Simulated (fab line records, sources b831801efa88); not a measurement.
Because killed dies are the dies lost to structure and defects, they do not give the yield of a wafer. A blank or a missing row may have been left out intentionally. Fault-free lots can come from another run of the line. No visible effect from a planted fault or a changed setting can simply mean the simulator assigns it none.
8D (eight disciplines) problem report, filled in by code | flow gf180mcu | the parts of the form that need people (team, actions taken, sign-off) are left out

== 1. WHAT IS WRONG ==
CONTACT_W_RS at GF_CONTACT_RS_MEAS_25 reads a mean of 0.315 ohm/sq on 4 wafers of 2 lots; wafers without a fault read 0.382 ohm/sq with a standard deviation of 0.0048. Measured from the usual mean, that is -14 standard deviations.
The step: measures by four-point-probe.
First seen on wafer L391.2, day 22 21:32, on filmMetro-03. At this step, 39 wafers from 13 lots have a number in the record. Rule for "out", or "out of limits": more than 4 standard deviations from the usual mean. Any other wafer with a number is counted as sound.

== 2. WHAT IT IS, AND WHAT IT ISN'T ==
question                    | is                             | is not
which readings at this step | CONTACT_W_RS                   | -
which lots                  | L391, L392                     | L373, L374, L375, L376, L377, L378, L380, L382, L383, L384, L395
which wafers of those lots  | L391.2, L391.3, L392.3, L392.6 | L391.1, L392.1
read on which gauges        | filmMetro-01, filmMetro-03     | filmMetro-02
when                        | from day 22 21:32              | up to then (31 sound wafers); but 4 sound wafers of L392, L395 came after

== 3. SUSPECTS, AND WHAT RULES EACH OUT ==
Counting: if a tool at a process step up to the reading ran every lot that is out, it stays a suspect. Sound lots after the first of them don't rule it out here, since some wafers of a struck lot are sound.
- the gauge at GF_CONTACT_RS_MEAS_25 has been ruled out. Those wafers that are out were read across 2 gauges (filmMetro-01, filmMetro-03).
- cvdW-01 at GF_CONTACT_CVD_24 (deposits W, target thk 300 nm, time 90.339 s): kept. It ran every lot that is out, first L391 (day 22 21:26); its last sound lot up to then is L384 (day 20 15:43).
Remaining after the count: cvdW-01 at GF_CONTACT_CVD_24.

== 4. THE CAUSE (what the simulator had put in) ==
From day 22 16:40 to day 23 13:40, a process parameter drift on cvdW-01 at GF_CONTACT_CVD_24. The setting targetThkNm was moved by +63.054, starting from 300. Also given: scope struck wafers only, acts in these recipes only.
The count eliminated every tool but this one.

== 5. THE EFFECT CHAIN, in route order ==
Each row: a reading where the mean over the struck wafers with a number is more than 3 standard deviations away from the usual. Only readings for which the record gives a usual standard deviation are gone through. hours: the time from each lot's start at the first step in this table that gives one to its start at this step, as a median over the lots. sigmas: the change in usual standard deviations.
hours | step                   | reading       | usual        | on struck wafers | change | sigmas
0     | GF_CONTACT_RS_MEAS_25  | CONTACT_W_RS  | 0.382 ohm/sq | 0.315            | -0.067 | -14
0     | GF_CONTACT_THK_MEAS_26 | CONTACT_W_THK | 307 nm       | 369              | +62    | +10
At these later measuring or inspecting steps, every struck wafer for which the step has a row has a number for every such reading, and none has moved that far: GF_M1_THK_MEAS_06.

== 6. HOW IT WOULD HAVE BEEN CAUGHT EARLIER ==
The first out-of-limits reading at a measuring or inspecting step in this record came at day 22 21:32, 5 hours after the fault's start at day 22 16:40.
Tool readings at GF_CONTACT_CVD_24 with a usual standard deviation given in the record: none out on any struck wafer, hence no alarm at a limit of 4 standard deviations on them.
Among the 2 lots that are out, L392 began GF_CONTACT_CVD_24 on cvdW-01 after day 22 21:32. Had the tool been put on hold then, it would have been spared.
